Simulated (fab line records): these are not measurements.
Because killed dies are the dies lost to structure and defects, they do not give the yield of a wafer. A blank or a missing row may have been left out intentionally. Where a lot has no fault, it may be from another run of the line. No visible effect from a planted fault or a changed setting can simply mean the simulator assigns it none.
2 desks looking at one fault / flow gf180mcu / numbers are kept per desk, each desk with only its own; the story behind them comes last

== DESK OF THE TOOL OWNER: rie metal-01 ==
The tool's own readings at GF_M2_METAL_ETCH_16 (etches the open film in Cl2/BCl3, stops on SiO2, target depth 627.5 nm, time 104.6 s): means of the sampled wafers that have a number, for each lot that ran on this tool. A lot is out of limits, marked OUT, if its mean lies more than 4 standard deviations from the usual mean; the brackets give that distance.
Columns: A = drypump motor current A at GF_M2_METAL_ETCH_16, usual 5.8 A; B = oes product au at GF_M2_METAL_ETCH_16, usual 0.971 a.u.; C = throttle valve pct at GF_M2_METAL_ETCH_16, usual 28.251 %
lot=L484; first seen here=day 20 14:11; A=5.3; B=0.973; C=28.256
lot=L486; first seen here=day 21 05:48; A=5.3; B=0.971; C=28.247
lot=L488; first seen here=day 22 10:59; A=5.3; B=0.970; C=28.257
lot=L489; first seen here=day 22 15:44; A=5.4; B=0.977; C=28.242
lot=L492; first seen here=day 23 20:08; A=5.4; B=0.786 (-29) OUT; C=28.460 (+19) OUT
lot=L493; first seen here=day 24 07:48; A=5.1; B=0.787 (-29) OUT; C=28.454 (+18) OUT
Finding of this desk: L492, L493 out of limits; the first was L492 at day 23 20:08, on oes product au at GF_M2_METAL_ETCH_16. Within limits: L484, L486, L488, L489.

== AT THE METROLOGY DESK ==
What the gauges read for every lot (on any tool): the sampled wafers with a number, averaged. A lot is out of limits, marked OUT, if its mean lies more than 4 standard deviations from the usual mean; the brackets give that distance.
Columns: A = cd nm at GF_V1_CD_MEAS_14, usual 259.6 nm; B = V2_BOW at GF_V2_BOW_MEAS_05, usual 97 um
lot=L480; first seen here=day 18 09:04; A=259.9; B=95
lot=L482; first seen here=day 19 06:10; A=259.7; B=98
lot=L483; first seen here=day 19 10:14; A=258.2; B=103
lot=L484; first seen here=day 19 13:21; A=261.3; B=105
lot=L486; first seen here=day 20 03:32; A=261.1; B=107
lot=L487; first seen here=day 20 23:16; A=260.6; B=105
lot=L488; first seen here=day 21 09:31; A=263.3; B=97
lot=L489; first seen here=day 21 14:22; A=259.7; B=91
lot=L490; first seen here=day 22 00:04; A=258.6; B=93
lot=L491; first seen here=day 22 07:02; A=257.6; B=92
lot=L492; first seen here=day 22 19:49; A=259.0; B=99
lot=L493; first seen here=day 23 08:04; A=259.5; B=99
lot=L502; first seen here=day 25 20:49; A=259.4; B=96
lot=L503; first seen here=day 26 01:46; A=260.5; B=114
Finding of this desk: none of the 14 lots has anything out of limits.

== PUT TOGETHER ==
The tool owner's desk could have raised an alarm at day 23 20:08, on L492, L493.
From the metrology desk's view, nothing was out of limits.
The metrology desk has L492, L493 on record, within its limits.
On rie metal-01, each named lot ran GF_M2_METAL_ETCH_16.

== WHAT HAD BEEN PUT IN BY THE SIMULATOR ==
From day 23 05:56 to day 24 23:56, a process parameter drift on rie metal-01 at GF_M2_METAL_ETCH_16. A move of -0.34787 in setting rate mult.
Struck lots among those shown: L492, L493.
Time in hours from fault onset to the first out-of-limits reading at each desk: the tool owner's desk, 14.
